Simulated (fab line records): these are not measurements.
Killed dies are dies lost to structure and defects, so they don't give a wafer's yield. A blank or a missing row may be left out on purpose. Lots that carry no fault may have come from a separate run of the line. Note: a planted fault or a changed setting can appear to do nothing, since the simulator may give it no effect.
fab line records ; flow sky130
record: lots: 7; wafers: 21; lastDay: 50
route steps=708 shown CAP2M@604 PAD_OPEN@708
lots that met no fault: taken from a fault-free run of the same line
startH: the number of hours between the record's first day and the start of the first shown wafer of the lot ; waitH: hours from the lot's prior step to this one ; " unchanged from the row above ; L1.1+2: several wafers, shown together as one row ; - value missing, or start not given ; * or withheld: withheld ; < > ~ a bound
route shown NAME@n: a module of which the file shows steps, and the number in the route of the first ; usual: mean and standard deviation over wafers with no fault ; same: alike in all rows ; chamber/n: place in a boat ; sites: per-site readings ; _std_site: the standard deviation of these ; _edge_site: outer sites' mean less inner sites' ; radiusMm: how far each site lies from the wafer's centre ; mask NAME#n: copy n ; behind: the last tool/chamber to shape the wafer ; hold: why the lot was held/for how many hours/how that ended ; device: whichever transistor did not switch (one of n, p or np) ; end of line: the tests these same wafers got at the end of their route ; for a step that has no rows: nothing shown but its recipe ; killed: dies lost to structure and defects at the first sort, not the wafer's yield ; map: dies across one wafer; x = killed, . = not, _ = none there
set.NAME: the run value of the setting; set.NAME@STEP: its run value at that earlier step ; model.NAME: the simulator's own value behind a step, which no gauge read
a table for each step, a row for each wafer; lots at some steps of the route
services: when a tool's chamber went out of use (startH, in hours from the record's first day, below 0 if earlier), for how many hours, and the reason
== steps ==
step: SKY_CAP2M_THK_MEAS_01
recipe: reads: SiO2_of_CAP2M_CVD_00
usual: CAP2M_CVD_00_THK: 15.51/0.25
lot.wafer;tool;chamber;startH;waitH;CAP2M_CVD_00_THK[nm]
L571.1;filmMetro-01;-;929.73;-;15.42
L571.3;filmMetro-01;-;929.73;-;15.66
L571.6;filmMetro-01;-;929.73;-;15.41
L572.3;filmMetro-01;-;941.65;-;15.24
L572.5;filmMetro-01;-;941.65;-;15.51
L572.6;filmMetro-01;-;941.65;-;15.48
L573.3;filmMetro-01;-;948.84;-;15.16
L573.4;filmMetro-01;-;948.84;-;15.42
L573.6;filmMetro-01;-;948.84;-;15.49
L574.2;filmMetro-04;-;950.65;-;15.83
L574.5;filmMetro-04;-;950.65;-;15.74
L574.6;filmMetro-04;-;950.65;-;15.56
L577.2;filmMetro-01;-;975.92;-;15.32
L577.4;filmMetro-01;-;975.92;-;15.66
L577.6;filmMetro-01;-;975.92;-;15.62
L590.1;filmMetro-01;-;1059.92;-;15.06
L590.2;filmMetro-01;-;1059.92;-;15.03
L590.5;filmMetro-01;-;1059.92;-;15.14
L594.2;filmMetro-01;-;1088.65;-;15.39
L594.5;filmMetro-01;-;1088.65;-;16.18
L594.6;filmMetro-01;-;1088.65;-;15.75
step: SKY_CAP2M_SPUTTER_02
recipe: material: TiN; targetThkNm: 200; tempC: 300; powerW: 6500; timeS: 166.7; chamberPressurePa: 0.4
usual: throttleValvePct: 30.4/1
lot.wafer;tool;chamber;startH;waitH;throttleValvePct
L571.1;pvdSputter-02;-;929.79;0.1;31.3
L571.3;pvdSputter-02;-;929.79;0.1;28.6
L571.6;pvdSputter-02;-;929.79;0.1;31.0
L572.3;pvdSputter-02;-;941.69;0.0;30.9
L572.5;pvdSputter-02;-;941.69;0.0;31.7
L572.6;pvdSputter-02;-;941.69;0.0;29.0
L573.3;pvdSputter-02;-;948.88;0.0;30.4
L573.4;pvdSputter-02;-;948.88;0.0;31.0
L573.6;pvdSputter-02;-;948.88;0.0;28.9
L574.2;pvdSputter-02;-;950.70;0.0;31.2
L574.5;pvdSputter-02;-;950.70;0.0;29.4
L574.6;pvdSputter-02;-;950.70;0.0;31.5
L577.2;pvdSputter-03;-;975.97;0.0;31.0
L577.4;pvdSputter-03;-;975.97;0.0;30.4
L577.6;pvdSputter-03;-;975.97;0.0;30.0
L590.1;pvdSputter-02;-;1059.98;0.1;32.0
L590.2;pvdSputter-02;-;1059.98;0.1;31.0
L590.5;pvdSputter-02;-;1059.98;0.1;31.3
L594.2;pvdSputter-02;-;1088.70;0.0;31.8
L594.5;pvdSputter-02;-;1088.70;0.0;31.2
L594.6;pvdSputter-02;-;1088.70;0.0;31.6
step: SKY_CAP2M_RS_MEAS_03
recipe: thkMeasGauge: four-point-probe; reads: TiN_of_CAP2M_SPUTTER_02
usual: CAP2M_TIN_RS: 6.88/0.083
lot.wafer;tool;chamber;startH;waitH;CAP2M_TIN_RS[ohm/sq]
L571.1;filmMetro-04;-;929.90;0.1;6.92
L571.3;filmMetro-04;-;929.90;0.1;6.99
L571.6;filmMetro-04;-;929.90;0.1;6.90
L572.3;filmMetro-04;-;941.84;0.1;6.72
L572.5;filmMetro-04;-;941.84;0.1;6.75
L572.6;filmMetro-04;-;941.84;0.1;6.95
L573.3;filmMetro-01;-;949.03;0.1;6.80
L573.4;filmMetro-01;-;949.03;0.1;6.79
L573.6;filmMetro-01;-;949.03;0.1;6.94
L574.2;filmMetro-01;-;950.83;0.1;6.87
L574.5;filmMetro-01;-;950.83;0.1;6.99
L574.6;filmMetro-01;-;950.83;0.1;6.90
L577.2;filmMetro-04;-;976.10;0.1;6.91
L577.4;filmMetro-04;-;976.10;0.1;6.95
L577.6;filmMetro-04;-;976.10;0.1;6.80
L590.1;filmMetro-03;-;1060.09;0.1;6.78
L590.2;filmMetro-03;-;1060.09;0.1;6.73
L590.5;filmMetro-03;-;1060.09;0.1;6.73
L594.2;filmMetro-03;-;1088.83;0.1;6.95
L594.5;filmMetro-03;-;1088.83;0.1;6.85
L594.6;filmMetro-03;-;1088.83;0.1;6.91
step: SKY_CAP2M_THK_MEAS_04
recipe: thkMeasGauge: xrf; reads: TiN_of_CAP2M_SPUTTER_02
usual: CAP2M_TIN_THK: 200.3/2.4
lot.wafer;tool;chamber;startH;waitH;CAP2M_TIN_THK[nm]
L571.1;filmMetro-04;-;930.02;0.1;198.8
L571.3;filmMetro-04;-;930.02;0.1;196.6
L571.6;filmMetro-04;-;930.02;0.1;198.1
L572.3;filmMetro-04;-;941.94;0.1;203.7
L572.5;filmMetro-04;-;941.94;0.1;203.0
L572.6;filmMetro-04;-;941.94;0.1;197.9
L573.3;filmMetro-01;-;949.13;0.1;202.5
L573.4;filmMetro-01;-;949.13;0.1;202.3
L573.6;filmMetro-01;-;949.13;0.1;198.6
L574.2;filmMetro-01;-;950.94;0.1;200.5
L574.5;filmMetro-01;-;950.94;0.1;196.9
L574.6;filmMetro-01;-;950.94;0.1;198.9
L577.2;filmMetro-04;-;976.21;0.1;199.4
L577.4;filmMetro-04;-;976.21;0.1;197.5
L577.6;filmMetro-04;-;976.21;0.1;202.1
L590.1;filmMetro-03;-;1060.21;0.1;203.5
L590.2;filmMetro-03;-;1060.21;0.1;204.2
L590.5;filmMetro-03;-;1060.21;0.1;205.5
L594.2;filmMetro-03;-;1088.94;0.1;198.7
L594.5;filmMetro-03;-;1088.94;0.1;202.3
L594.6;filmMetro-03;-;1088.94;0.1;199.3
step: SKY_CAP2M_DEHYDRATE_05
recipe: tempC: 200; timeS: 60
step: SKY_CAP2M_HMDS_06
recipe: primeTimeS: 60; primeTempC: 120
step: SKY_CAP2M_COAT_07
recipe: resist: NOVOLAK; spinRpm: 3000; resistThkNm: 1140
step: SKY_CAP2M_SOFTBAKE_08
recipe: tempC: 90; timeS: 60; resist: NOVOLAK
step: SKY_CAP2M_EXPOSE_09
recipe: maskId: CAP2M; na: 0.6; sourceShape: conventional; sigmaOuter: 0.6; polarization: unpolarized; targetCdNm: 1000; doseMj: 159
step: SKY_CAP2M_PEB_10
recipe: tempC: withheld; timeS: *; resist: NOVOLAK
step: SKY_CAP2M_DEVELOP_11
recipe: resist: NOVOLAK; developer: TMAH; developTimeS: 60; devTempC: 23
step: SKY_CAP2M_OVL_MEAS_12
usual: CAP2M_OVL: 0.5/1.5
lot.wafer;tool;chamber;startH;waitH;CAP2M_OVL[nm]
L571.1;overlay-01;-;954.88;0.1;2.5
L571.3;overlay-01;-;954.88;0.1;3.1
L571.6;overlay-01;-;954.88;0.1;2.2
L572.3;overlay-02;-;965.05;0.1;2.7
L572.5;overlay-02;-;965.05;0.1;1.7
L572.6;overlay-02;-;965.05;0.1;0.2
L573.3;overlay-02;-;972.45;0.1;-1.6
L573.4;overlay-02;-;972.45;0.1;-0.4
L573.6;overlay-02;-;972.45;0.1;-0.3
L574.2;overlay-02;-;974.85;0.1;2.0
L574.5;overlay-02;-;974.85;0.1;1.7
L574.6;overlay-02;-;974.85;0.1;0.3
L577.2;overlay-02;-;999.99;0.1;0.7
L577.4;overlay-02;-;999.99;0.1;1.2
L577.6;overlay-02;-;999.99;0.1;1.2
L590.1;overlay-02;-;1081.69;0.1;0.6
L590.2;overlay-02;-;1081.69;0.1;0.9
L590.5;overlay-02;-;1081.69;0.1;0.5
L594.2;overlay-02;-;1109.15;0.1;0.8
L594.5;overlay-02;-;1109.15;0.1;-0.6
L594.6;overlay-02;-;1109.15;0.1;-0.6
step: SKY_CAP2M_METAL_ETCH_13
recipe: targetDepthNm: 220; stopOn: SiO2; chemistry: Cl2/BCl3; target: TiN; pressureMtorr: 10; icpW: 900; biasW: 48.5; Cl2_flow_sccm: 60; bcl3FlowSccm: 30; timeS: 62.9
usual: chamberPressureMTorr: 9.999/0.009; drypumpMotorCurrentA: 5.7/0.4; oesProductAu: 0.944/0.007; throttleValvePct: 21.901/0.01
lot.wafer;tool;chamber;startH;waitH;chamberPressureMTorr;drypumpMotorCurrentA;oesProductAu;rfHoursCounterH;throttleValvePct
L571.1;rieMetal-03;1;954.92;0.0;10.011;5.7;0.952;3;21.890
L571.3;rieMetal-03;0;954.92;0.0;10.005;6.0;0.933;-;21.923
L571.6;rieMetal-03;0;954.92;0.0;9.991;6.0;0.937;-;21.887
L572.3;rieMetal-03;0;965.09;0.0;10.004;6.0;0.957;-;21.895
L572.5;rieMetal-03;1;965.09;0.0;10.002;5.8;0.952;-;21.897
L572.6;rieMetal-03;0;965.09;0.0;9.991;6.0;0.941;-;21.904
L573.3;rieMetal-03;0;972.50;0.0;8.019;6.0;0.947;-;21.904
L573.4;rieMetal-03;1;972.50;0.0;7.998;5.8;0.955;-;21.905
L573.6;rieMetal-03;0;972.50;0.0;7.986;6.0;0.940;-;21.890
L574.2;rieMetal-03;0;974.88;0.0;8.004;6.0;0.947;1;21.896
L574.5;rieMetal-03;1;974.88;0.0;7.987;5.8;0.942;-;21.882
L574.6;rieMetal-03;0;974.88;0.0;7.993;6.0;0.940;-;21.893
L577.2;rieMetal-03;0;1000.02;0.0;7.987;5.9;0.941;2;21.908
L577.4;rieMetal-03;1;1000.02;0.0;8.003;5.8;0.943;-;21.913
L577.6;rieMetal-03;1;1000.02;0.0;7.985;5.7;0.950;-;21.906
L590.1;rieMetal-01;0;1081.73;0.0;10.013;5.8;0.949;20;21.913
L590.2;rieMetal-01;1;1081.73;0.0;10.012;4.8;0.959;19;21.874
L590.5;rieMetal-01;1;1081.73;0.0;10.002;4.8;0.950;-;21.884
L594.2;rieMetal-04;1;1109.18;0.0;9.982;5.4;0.942;21;21.912
L594.5;rieMetal-04;0;1109.18;0.0;9.993;6.2;0.951;-;21.900
L594.6;rieMetal-04;1;1109.18;0.0;10.008;5.4;0.942;-;21.904
step: SKY_CAP2M_STRIP_14
recipe: chemistry: O2/N2; powerW: 1400; pressureMtorr: 1500; platenTempC: withheld; o2FlowSccm: 3000; n2FlowSccm: 300; overashFraction: 0.5
usual: drypumpMotorCurrentA: 5.4/0.54; oesProductAu: 0.709/0.0046; stripTimeToEndpointS: 12.67/0.052
lot.wafer;tool;chamber;startH;waitH;drypumpMotorCurrentA;oesProductAu;rfHoursCounterH;stripTimeToEndpointS
L571.1;plasmaAsher-04;1;955.00;0.1;5.3;0.710;114;12.72
L571.3;plasmaAsher-04;1;955.00;0.1;5.4;0.701;-;12.63
L571.6;plasmaAsher-04;1;955.00;0.1;5.3;0.714;-;12.63
L572.3;plasmaAsher-02;1;965.18;0.1;6.1;0.702;-;12.72
L572.5;plasmaAsher-02;1;965.18;0.1;6.1;0.709;-;12.71
L572.6;plasmaAsher-02;0;965.18;0.1;6.6;0.712;-;12.68
L573.3;plasmaAsher-04;1;972.59;0.1;5.4;0.703;-;12.67
L573.4;plasmaAsher-04;0;972.59;0.1;4.7;0.714;-;12.75
L573.6;plasmaAsher-04;0;972.59;0.1;4.7;0.712;-;12.67
L574.2;plasmaAsher-04;1;974.95;0.1;5.4;0.712;116;12.68
L574.5;plasmaAsher-04;1;974.95;0.1;5.4;0.713;-;12.73
L574.6;plasmaAsher-04;0;974.95;0.1;4.7;0.710;-;12.67
L577.2;plasmaAsher-04;0;1000.10;0.1;4.7;0.705;119;12.68
L577.4;plasmaAsher-04;0;1000.10;0.1;4.7;0.713;-;12.67
L577.6;plasmaAsher-04;1;1000.10;0.1;5.4;0.707;-;12.67
L590.1;plasmaAsher-03;1;1081.81;0.1;5.5;0.711;97;12.61
L590.2;plasmaAsher-03;0;1081.81;0.1;5.6;0.713;97;12.65
L590.5;plasmaAsher-03;0;1081.81;0.1;5.6;0.718;-;12.62
L594.2;plasmaAsher-03;1;1109.26;0.1;5.5;0.710;100;12.60
L594.5;plasmaAsher-03;1;1109.26;0.1;5.5;0.717;-;12.66
L594.6;plasmaAsher-03;0;1109.26;0.1;5.6;0.712;-;12.67
step: SKY_PAD_OPEN_PROBE_99
usual: defectLimitedYield: 82.9/2; killed_at_M0_to_M3: 42/7.6; killed_at_M4_up: 2.9/1.7; killedAtContacts: 24/5.1; killedAtFrontEnd: 15/4; killedAtOther: 0.2/0.38; killedDies: 84/9.9; killedOpen: 46/7.2; killedShort: 38/6.6; sort_bin_3_pad_short: 0.9/0.38; sort_bin_5_function: 10.2/1.5; sort_bin_6_memory: 6.0/1; sortNPass: 408/9.9; sortYieldPct: 82.9/2
same: grossDies: 492; killedAtBackSide: 0; sort_bin_4_leakage[%]: 0; sort_bin_8_speed[%]: 0
lot.wafer;tool;chamber;startH;waitH;defectLimitedYield[%];killed_at_M0_to_M3;killed_at_M4_up;killedAtContacts;killedAtFrontEnd;killedAtOther;killedDies;killedOpen;killedShort;sort_bin_3_pad_short[%];sort_bin_5_function[%];sort_bin_6_memory[%];sortNPass;sortYieldPct[%]
L571.1;prober-02;-;1077.99;0.1;85.8;34;2;18;16;0;70;39;31;0.6;8.9;4.7;422;85.8
L571.3;prober-02;-;1078.09;0.2;81.1;55;2;25;11;0;93;52;41;0.8;12.8;5.3;399;81.1
L571.6;prober-02;-;1078.24;0.2;81.5;41;3;30;17;0;91;51;40;0.4;10.6;7.5;401;81.5
L572.3;prober-01;-;1084.90;0.2;82.5;37;1;25;23;0;86;48;38;1.0;9.6;6.9;406;82.5
L572.5;prober-01;-;1085.00;0.2;78.5;46;5;33;22;0;106;53;53;0.6;14.2;6.7;386;78.5
L572.6;prober-01;-;1085.05;0.2;86.4;26;1;21;18;1;67;42;25;0.4;7.7;5.5;425;86.4
L590.1;prober-01;-;1182.80;0.1;81.5;53;2;23;13;0;91;51;40;0.4;10.0;8.1;401;81.5
L590.2;prober-01;-;1182.85;0.1;82.9;43;5;16;20;0;84;45;39;1.0;9.8;6.3;408;82.9
L590.5;prober-01;-;1183.00;0.2;82.1;36;5;29;17;1;88;48;40;0.6;10.0;7.3;404;82.1
killed by level:class
L571.1 VIA1:geometricParticle:open=12 VIA2:geometricParticle:open=5 CONTACT:geometricParticle:open=5 FIELD_ISO:geometricParticle:open=4 SPACER:geometricParticle:open=4 LI_CONTACT:geometricParticle:open=4 LOCAL_INTERCONNECT:geometricParticle:short=4 METAL1:geometricParticle:short=4
L571.3 VIA1:geometricParticle:open=11 VIA3:geometricParticle:open=10 CONTACT:geometricParticle:open=9 FIELD_ISO:geometricParticle:short=8 VIA2:geometricParticle:open=8 METAL1:geometricParticle:short=7 LOCAL_INTERCONNECT:geometricParticle:short=6 VIA1:geometricParticle:short=5
L571.6 VIA2:geometricParticle:open=12 VIA1:geometricParticle:open=11 CONTACT:geometricParticle:open=8 LOCAL_INTERCONNECT:geometricParticle:short=8 FIELD_ISO:geometricParticle:short=6 LI_CONTACT:geometricParticle:open=5 CONTACT:geometricParticle:short=5 FIELD_ISO:geometricParticle:open=4
L572.3 CONTACT:geometricParticle:open=9 METAL2:geometricParticle:short=9 FIELD_ISO:geometricParticle:open=7 VIA1:geometricParticle:short=6 POLY_GATE:geometricParticle:short=6 LI_CONTACT:geometricParticle:open=6 POLY_GATE:geometricParticle:open=5 LOCAL_INTERCONNECT:geometricParticle:short=5
L572.5 CONTACT:geometricParticle:open=12 VIA1:geometricParticle:open=10 LI_CONTACT:geometricParticle:open=9 METAL1:geometricParticle:short=7 METAL3:geometricParticle:short=7 VIA3:geometricParticle:open=6 FIELD_ISO:geometricParticle:open=5 VIA1:geometricParticle:short=5
L572.6 LI_CONTACT:geometricParticle:open=9 FIELD_ISO:geometricParticle:open=8 VIA1:geometricParticle:open=5 METAL2:geometricParticle:short=5 FIELD_ISO:geometricParticle:short=4 VIA2:geometricParticle:open=4 CONTACT:geometricParticle:open=4 VIA3:geometricParticle:open=4
L590.1 VIA1:geometricParticle:open=12 VIA1:geometricParticle:short=10 CONTACT:geometricParticle:open=8 VIA2:geometricParticle:open=7 FIELD_ISO:geometricParticle:open=6 LI_CONTACT:geometricParticle:open=6 CONTACT:geometricParticle:short=5 METAL3:geometricParticle:short=5
L590.2 VIA1:geometricParticle:open=13 VIA3:geometricParticle:open=7 POLY_GATE:geometricParticle:short=6 LI_CONTACT:geometricParticle:open=6 VIA2:geometricParticle:open=6 VIA1:geometricParticle:short=5 FIELD_ISO:geometricParticle:open=4 FIELD_ISO:geometricParticle:short=4
L590.5 CONTACT:geometricParticle:open=10 FIELD_ISO:geometricParticle:open=6 CONTACT:geometricParticle:short=6 VIA1:geometricParticle:open=6 LI_CONTACT:geometricParticle:open=5 METAL1:geometricParticle:short=5 VIA2:geometricParticle:open=5 VIA3:geometricParticle:open=5
== services ==
tool;chamber;startH;hours;kind
pvdSputter-03;-;914.68;2.8;repair
pvdSputter-03;-;917.05;0.6;repair
rieMetal-04;1;917.61;3.2;repair
rieMetal-03;0;925.67;-;clean
rieMetal-03;0;925.67;21.6;scheduledDown
rieMetal-03;0;925.67;21.6;ventCycle
rieMetal-04;0;925.79;5.1;repair
rieMetal-03;-;933.15;1.0;repair
plasmaAsher-04;-;944.42;2.7;repair
pvdSputter-02;-;952.40;1.0;repair
pvdSputter-03;-;985.56;0.9;repair
plasmaAsher-03;-;1009.94;2.8;pm
plasmaAsher-04;-;1045.42;1.6;repair
plasmaAsher-04;-;1055.25;9.0;pm
plasmaAsher-04;0;1055.25;9.0;ventCycle
plasmaAsher-04;1;1055.25;9.0;ventCycle
rieMetal-01;0;1061.78;1.9;repair
plasmaAsher-04;0;1064.25;-;clean
plasmaAsher-04;1;1064.25;-;clean
rieMetal-04;0;1079.92;-;clean
rieMetal-04;0;1079.92;22.1;scheduledDown
plasmaAsher-02;-;1095.07;1.7;repair
plasmaAsher-02;-;1101.59;6.3;repair
rieMetal-03;1;1104.93;1.5;repair
== key ==
firstSign: step: SKY_CAP2M_METAL_ETCH_13; reading: chamberPressureMTorr; direction: down; sigmas: 99+; usual: 9.999; struck: 7.996
effect none on later readings
metAt SKY_CAP2M_METAL_ETCH_13
struckWafers L573.3,L573.4,L573.6,L574.2,L574.5,L574.6,L577.2,L577.4,L577.6
onsetBetween 965.09 972.50
fault: kind: processParameterDrift; tool: rieMetal-03; chamber: -; onsetH: 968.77; steps: SKY_CAP2M_METAL_ETCH_13; channel: pressureMtorr; offset: -2; shape: step; endH: 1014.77; actsIn: theseRecipesOnly; stated: 10
